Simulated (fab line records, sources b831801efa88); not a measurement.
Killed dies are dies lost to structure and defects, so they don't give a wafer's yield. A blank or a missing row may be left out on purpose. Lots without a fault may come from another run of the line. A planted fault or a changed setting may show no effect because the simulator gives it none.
Which tool did it? | flow sky130 | 11 lots, 33 wafers sampled, at 2 steps of a route of 708

WHAT THE GAUGES READ, wafer by wafer
SKY_METAL5_THK_MEAS_06: measures by xrf.
lot  | measured     | on            | METAL5_ALCU_THK (nm)
L879 | day 43 01:58 | film_metro-02 | 1165 1192 1142
L880 | day 43 06:59 | film_metro-01 | 1127 1130 1171
L881 | day 43 10:04 | film_metro-02 | 1157 1151 1168
L884 | day 44 14:34 | film_metro-03 | 1151 1128 1136
L885 | day 44 19:36 | film_metro-02 | 1145 1141 1152
L894 | day 46 22:14 | film_metro-01 | 1147 1135 1145
L896 | day 47 11:08 | film_metro-02 | 1128 1177 1150
L897 | day 47 20:26 | film_metro-01 | 1133 1097 1110
L898 | day 47 23:01 | film_metro-02 | 1131 1146 1133
L900 | day 48 09:52 | film_metro-03 | 1095 1102 1107
L901 | day 48 11:52 | film_metro-02 | 1100 1126 1128

WHICH TOOL RAN EACH LOT (tool, then ch and the chambers of the sampled wafers, then the start)
lot  | SKY_VIA4_CMP_21
L879 | cmp-01 ch 0,1,3, day 43 01:22
L880 | cmp-02 ch 0,2,3, day 43 06:29
L881 | cmp-02 ch 0,1, day 43 09:28
L884 | cmp-01 ch 0,1, day 44 13:58
L885 | cmp-01 ch 0,1,2, day 44 19:01
L894 | cmp-01 ch 0,1,2, day 46 21:38
L896 | cmp-02 ch 0,1,2, day 47 10:40
L897 | cmp-01 ch 0,1,2, day 47 19:52
L898 | cmp-01 ch 0,1, day 47 22:28
L900 | cmp-02 ch 0,3, day 48 09:19
L901 | cmp-02 ch 0,2,3, day 48 11:17
- SKY_VIA4_CMP_21: polishes, stops on SiO2, t overpolish 25 s, target thk 0 nm.

THE ANSWER, worked out from the rows above alone
Rule: what is usual is taken from the lots themselves. Put in order of their means at a reading, lots are off if they are a third of the lots or fewer, leave a main group of 4 or more, and stand apart from it by a gap of 3 or more times the standard deviation of the main group's means; of several such gaps the widest counts. A main group whose means are all the same, to the digits that the tables above print for the reading, isn't used. A lot without any number at a reading at which 4 lots or more have one is off too. The other lots that the step has rows for count as sound.
No lot is off at any reading shown: from this, nothing can be told.

WHAT THE SIMULATOR HAD PUT IN
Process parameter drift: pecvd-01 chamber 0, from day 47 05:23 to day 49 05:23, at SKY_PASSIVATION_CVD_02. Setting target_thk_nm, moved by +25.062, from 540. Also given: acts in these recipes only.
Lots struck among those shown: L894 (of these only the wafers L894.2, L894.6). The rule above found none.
